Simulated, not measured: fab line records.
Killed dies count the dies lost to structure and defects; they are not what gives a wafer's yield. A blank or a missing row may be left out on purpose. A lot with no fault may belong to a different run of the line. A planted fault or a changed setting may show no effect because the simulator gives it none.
Matching of chambers + flow gf180mcu + 4 sister chambers for GF_V5_CMP_26 on cmp-02
The step polishes, stops on SiO2, t overpolish 15 s, target thk 0 nm. 8 wafers are shown with their chamber, then 7 later ones without.

WAFERS PAIRED WITH THEIR CHAMBERS
| wafer  | chamber | motorCurrentA (A) | timeToEndpointS (s) |
|--------|---------|-------------------|---------------------|
| L596.6 | 1       | 10.4              | 79.6                |
| L598.2 | 1       | 10.5              | 82.8                |
| L598.6 | 0       | 11.5              | 80.6                |
| L600.5 | 3       | 11.0              | 84.8                |
| L604.1 | 3       | 10.5              | 82.5                |
| L604.3 | 2       | 10.7              | 84.6                |
| L604.4 | 0       | 11.0              | 85.1                |
| L607.1 | 2       | 10.4              | 88.5                |

WAFERS MISSING THEIR CHAMBER
| wafer  | motorCurrentA (A) | timeToEndpointS (s) |
|--------|-------------------|---------------------|
| L607.2 | 9.9               | 88.0                |
| L607.5 | 10.4              | 85.2                |
| L608.4 | 11.0              | 86.4                |
| L608.6 | 10.4              | 85.4                |
| L612.4 | 10.4              | 86.4                |
| L612.5 | 10.4              | 85.3                |
| L612.6 | 9.7               | 86.0                |

WHICH CHAMBER EACH WENT THROUGH
| wafer  | from the rows above               | in truth |
|--------|-----------------------------------|----------|
| L607.2 | can't be placed: 2 or 1 or 3      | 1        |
| L607.5 | can't be placed: 2 or 3 or 1      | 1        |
| L608.4 | can't be placed: 3 or 2 or 0 or 1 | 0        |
| L608.6 | can't be placed: 2 or 3 or 1      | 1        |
| L612.4 | can't be placed: 2 or 3 or 1      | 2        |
| L612.5 | can't be placed: 2 or 3 or 1      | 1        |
| L612.6 | can't be placed: 2 or 1 or 3      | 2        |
Correct placement for 0 of the 7. Can't be placed from these rows: 7 (the true chamber is among the candidates in 7). Number placed wrongly: 0.
How it was worked out, from the rows above alone: a wafer's distance from a chamber is the root of the sum, over the readings, of the square of ((its reading less the chamber's mean) divided by the reading's scatter). If the next closest chamber is less than 2 further off than the closest, the wafer can't be placed; otherwise it belongs to the closest. The mean given for a chamber averages the wafers shown for that chamber. The scatter: the root of (the sum of the squares of (reading less its chamber's mean) over the shown wafers, divided by (wafers less chambers)).
